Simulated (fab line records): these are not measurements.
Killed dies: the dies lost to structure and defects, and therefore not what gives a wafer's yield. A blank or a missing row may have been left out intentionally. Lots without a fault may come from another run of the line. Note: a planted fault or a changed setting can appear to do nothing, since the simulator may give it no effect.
What tool caused it? / flow sky130 / 12 lots, 34 wafers sampled, at 5 steps of a route of 708

## WHAT THE GAUGES READ, wafer by wafer
SKY_VIA4_THK_MEAS_01. Usual: for VIA4_HDPCVD_THK the level is 1748 nm and the standard deviation is 36.
lot=L908; measured=day 42 10:32; on=film_metro-02; VIA4_HDPCVD_THK (nm)=1762 1762 1768; flag=
lot=L909; measured=day 43 00:12; on=film_metro-01; VIA4_HDPCVD_THK (nm)=1802 1774 1795; flag=
lot=L911; measured=day 43 06:28; on=film_metro-03; VIA4_HDPCVD_THK (nm)=1740 1712 1737; flag=
lot=L912; measured=day 43 16:08; on=film_metro-01; VIA4_HDPCVD_THK (nm)=1763 1766 1757; flag=
lot=L913; measured=day 43 20:35; on=film_metro-01; VIA4_HDPCVD_THK (nm)=1760 1787 1796; flag=
lot=L914; measured=day 43 23:47; on=film_metro-01; VIA4_HDPCVD_THK (nm)=1722 1693 1703; flag=
lot=L921; measured=day 45 17:41; on=film_metro-02; VIA4_HDPCVD_THK (nm)=1784 1413; flag=OFF
lot=L922; measured=day 46 00:36; on=film_metro-03; VIA4_HDPCVD_THK (nm)=1414 1810; flag=OFF
lot=L924; measured=day 46 15:33; on=film_metro-02; VIA4_HDPCVD_THK (nm)=1703 1732 1705; flag=
lot=L925; measured=day 46 20:22; on=film_metro-02; VIA4_HDPCVD_THK (nm)=1692 1717 1717; flag=
lot=L926; measured=day 47 04:13; on=film_metro-01; VIA4_HDPCVD_THK (nm)=1681 1722 1733; flag=
lot=L928; measured=day 47 17:38; on=film_metro-03; VIA4_HDPCVD_THK (nm)=1726 1725 1706; flag=

## EACH LOT AND THE TOOL THAT RAN IT (in order: tool; ch and the chambers of the sampled wafers; start)
lot=L908; SKY_METAL1_DESCUM_17=rie_metal-02 ch 0,1, day 33 10:15; SKY_VIA1_CMP_02=cmp-02 ch 0,1,3, day 33 11:20; SKY_VIA1_ETCH_15=rie_diel-01 ch 2,3, day 34 14:32; SKY_VIA4_HDPCVD_00=hdpcvd-02 ch 0,2, day 42 10:22
lot=L909; SKY_METAL1_DESCUM_17=rie_metal-04 ch 0,1, day 34 03:24; SKY_VIA1_CMP_02=cmp-01 ch 2,3, day 34 04:21; SKY_VIA1_ETCH_15=rie_diel-04 ch 2,3, day 35 07:23; SKY_VIA4_HDPCVD_00=hdpcvd-02 ch 1,2, day 43 00:01
lot=L911; SKY_METAL1_DESCUM_17=rie_metal-03 ch 0,1, day 34 07:24; SKY_VIA1_CMP_02=cmp-02 ch 0,1,2, day 34 08:24; SKY_VIA1_ETCH_15=rie_diel-01 ch 0,1,3, day 35 11:59; SKY_VIA4_HDPCVD_00=hdpcvd-01 ch 0,2, day 43 06:16
lot=L912; SKY_METAL1_DESCUM_17=rie_metal-03 ch 0,1, day 34 22:34; SKY_VIA1_CMP_02=cmp-01 ch 0,2,3, day 34 23:35; SKY_VIA1_ETCH_15=rie_diel-01 ch 0,1,3, day 36 02:29; SKY_VIA4_HDPCVD_00=hdpcvd-02 ch 0,2, day 43 15:56
lot=L913; SKY_METAL1_DESCUM_17=rie_metal-04 ch 0,1, day 35 00:42; SKY_VIA1_CMP_02=cmp-02 ch 0,1, day 35 01:39; SKY_VIA1_ETCH_15=rie_diel-04 ch 0,2,3, day 36 04:35; SKY_VIA4_HDPCVD_00=hdpcvd-02 ch 1,2, day 43 20:25
lot=L914; SKY_METAL1_DESCUM_17=rie_metal-02 ch 0, day 35 08:18; SKY_VIA1_CMP_02=cmp-02 ch 1,2, day 35 09:43; SKY_VIA1_ETCH_15=rie_diel-02 ch 0,1, day 36 11:35; SKY_VIA4_HDPCVD_00=hdpcvd-01 ch 1,2, day 43 23:35
lot=L921; SKY_METAL1_DESCUM_17=rie_metal-03 ch 0, day 37 08:13; SKY_VIA1_CMP_02=cmp-01 ch 1,3, day 37 09:15; SKY_VIA1_ETCH_15=rie_diel-01 ch 0,3, day 38 11:35; SKY_VIA4_HDPCVD_00=hdpcvd-02 ch 0,1, day 45 17:34
lot=L922; SKY_METAL1_DESCUM_17=rie_metal-03 ch 0,1, day 37 16:39; SKY_VIA1_CMP_02=cmp-02 ch 1,3, day 37 17:41; SKY_VIA1_ETCH_15=rie_diel-01 ch 1,3, day 38 19:16; SKY_VIA4_HDPCVD_00=hdpcvd-02 ch 1,2, day 46 00:25
lot=L924; SKY_METAL1_DESCUM_17=rie_metal-03 ch 0,1, day 38 10:57; SKY_VIA1_CMP_02=cmp-01 ch 1,2,3, day 38 12:03; SKY_VIA1_ETCH_15=rie_diel-04 ch 0,1,2, day 39 13:08; SKY_VIA4_HDPCVD_00=hdpcvd-01 ch 0,1,2, day 46 15:22
lot=L925; SKY_METAL1_DESCUM_17=rie_metal-02 ch 0,1, day 38 13:54; SKY_VIA1_CMP_02=cmp-02 ch 1,2,3, day 38 14:57; SKY_VIA1_ETCH_15=rie_diel-04 ch 1,2, day 39 15:53; SKY_VIA4_HDPCVD_00=hdpcvd-01 ch 0,1, day 46 20:10
lot=L926; SKY_METAL1_DESCUM_17=rie_metal-03 ch 0,1, day 39 00:43; SKY_VIA1_CMP_02=cmp-01 ch 0,1,2, day 39 02:44; SKY_VIA1_ETCH_15=rie_diel-02 ch 0,1, day 40 04:01; SKY_VIA4_HDPCVD_00=hdpcvd-01 ch 0,1,2, day 47 04:06
lot=L928; SKY_METAL1_DESCUM_17=rie_metal-04 ch 1, day 39 14:54; SKY_VIA1_CMP_02=cmp-02 ch 0,2,3, day 39 15:56; SKY_VIA1_ETCH_15=rie_diel-02 ch 1,3, day 40 16:52; SKY_VIA4_HDPCVD_00=hdpcvd-01 ch 1,2, day 47 17:22
- SKY_METAL1_DESCUM_17: chemistry O2, time 8 s.
- SKY_VIA1_CMP_02: polishes SiO2.
- SKY_VIA1_ETCH_15: etches SiO2 in C4F8/O2/Ar, stops on TiN, target depth 351 nm, time 54 s.
- SKY_VIA4_HDPCVD_00: deposits SiO2, target thk 1750 nm, time 291.7 s.

## AS READ BY THE TOOLS THEMSELVES (means over the sampled wafers that have a number; for cases with no such wafer, the mark the record gives instead)
SKY_METAL1_DESCUM_17. Usual: drypump_motor_current_A 5.7 A, standard deviation 0.46; oes_product_au 1.009 a.u., standard deviation 0.012.
lot=L908; tool=rie_metal-02; drypump_motor_current_A (A)=5.5; oes_product_au (a.u.)=1.002; flag=
lot=L909; tool=rie_metal-04; drypump_motor_current_A (A)=5.6; oes_product_au (a.u.)=1.016; flag=
lot=L911; tool=rie_metal-03; drypump_motor_current_A (A)=6.2; oes_product_au (a.u.)=1.007; flag=
lot=L912; tool=rie_metal-03; drypump_motor_current_A (A)=5.9; oes_product_au (a.u.)=1.003; flag=
lot=L913; tool=rie_metal-04; drypump_motor_current_A (A)=5.6; oes_product_au (a.u.)=1.025; flag=
lot=L914; tool=rie_metal-02; drypump_motor_current_A (A)=5.3; oes_product_au (a.u.)=0.999; flag=
lot=L921; tool=rie_metal-03; drypump_motor_current_A (A)=5.6; oes_product_au (a.u.)=1.000; flag=
lot=L922; tool=rie_metal-03; drypump_motor_current_A (A)=6.0; oes_product_au (a.u.)=1.002; flag=
lot=L924; tool=rie_metal-03; drypump_motor_current_A (A)=6.2; oes_product_au (a.u.)=1.002; flag=
lot=L925; tool=rie_metal-02; drypump_motor_current_A (A)=5.6; oes_product_au (a.u.)=1.004; flag=
lot=L926; tool=rie_metal-03; drypump_motor_current_A (A)=6.2; oes_product_au (a.u.)=0.995; flag=
lot=L928; tool=rie_metal-04; drypump_motor_current_A (A)=5.8; oes_product_au (a.u.)=1.015; flag=

SKY_VIA1_CMP_02. Usual: motor_current_A 12.7 A, standard deviation 1.2; retaining_ring_pressure_frac 0.999, standard deviation 0.0051.
lot=L908; tool=cmp-02; motor_current_A (A)=12.9; retaining_ring_pressure_frac=0.998; flag=
lot=L909; tool=cmp-01; motor_current_A (A)=13.2; retaining_ring_pressure_frac=0.994; flag=
lot=L911; tool=cmp-02; motor_current_A (A)=13.5; retaining_ring_pressure_frac=1.002; flag=
lot=L912; tool=cmp-01; motor_current_A (A)=12.9; retaining_ring_pressure_frac=1.001; flag=
lot=L913; tool=cmp-02; motor_current_A (A)=13.6; retaining_ring_pressure_frac=1.005; flag=
lot=L914; tool=cmp-02; motor_current_A (A)=12.5; retaining_ring_pressure_frac=1.001; flag=
lot=L921; tool=cmp-01; motor_current_A (A)=12.8; retaining_ring_pressure_frac=0.991; flag=
lot=L922; tool=cmp-02; motor_current_A (A)=12.1; retaining_ring_pressure_frac=1.003; flag=
lot=L924; tool=cmp-01; motor_current_A (A)=12.7; retaining_ring_pressure_frac=1.001; flag=
lot=L925; tool=cmp-02; motor_current_A (A)=11.8; retaining_ring_pressure_frac=0.998; flag=
lot=L926; tool=cmp-01; motor_current_A (A)=12.9; retaining_ring_pressure_frac=0.997; flag=
lot=L928; tool=cmp-02; motor_current_A (A)=12.4; retaining_ring_pressure_frac=0.998; flag=

SKY_VIA1_ETCH_15. Usual: oes_product_au 0.979 a.u., standard deviation 0.0071.
lot=L908; tool=rie_diel-01; oes_product_au (a.u.)=0.981; flag=
lot=L909; tool=rie_diel-04; oes_product_au (a.u.)=0.976; flag=
lot=L911; tool=rie_diel-01; oes_product_au (a.u.)=0.981; flag=
lot=L912; tool=rie_diel-01; oes_product_au (a.u.)=0.973; flag=
lot=L913; tool=rie_diel-04; oes_product_au (a.u.)=0.988; flag=
lot=L914; tool=rie_diel-02; oes_product_au (a.u.)=0.973; flag=
lot=L921; tool=rie_diel-01; oes_product_au (a.u.)=0.980; flag=
lot=L922; tool=rie_diel-01; oes_product_au (a.u.)=0.978; flag=
lot=L924; tool=rie_diel-04; oes_product_au (a.u.)=0.977; flag=
lot=L925; tool=rie_diel-04; oes_product_au (a.u.)=0.977; flag=
lot=L926; tool=rie_diel-02; oes_product_au (a.u.)=0.975; flag=
lot=L928; tool=rie_diel-02; oes_product_au (a.u.)=0.985; flag=

## THE ANSWER, worked out from the rows above alone
Rule: a lot counts as off when the mean over its wafers that have a number is more than 3 standard deviations away from the usual mean. A lot without any number at a reading at which 4 lots or more have one is off too. Any other lot the step has rows for is counted as sound. The gauges are gone through in route order, then the tools' own readings, and for those a lot's mean is taken as printed above. The first step at which some lot is off is used, and at that step the reading that is off furthest; a lot without a number counts as furthest.
Off: at SKY_VIA4_THK_MEAS_01 (VIA4_HDPCVD_THK), L921, L922.
A tool fits if, at a process step before that reading, it ran every lot that is off, and no sound lot after the first of them. Those tools and the gauges at SKY_VIA4_THK_MEAS_01 are tried in the same way. Can't be told from this: 2 tools fit, rie_diel-01 at SKY_VIA1_ETCH_15, hdpcvd-02 at SKY_VIA4_HDPCVD_00.

## WHAT THE SIMULATOR HAD PUT IN
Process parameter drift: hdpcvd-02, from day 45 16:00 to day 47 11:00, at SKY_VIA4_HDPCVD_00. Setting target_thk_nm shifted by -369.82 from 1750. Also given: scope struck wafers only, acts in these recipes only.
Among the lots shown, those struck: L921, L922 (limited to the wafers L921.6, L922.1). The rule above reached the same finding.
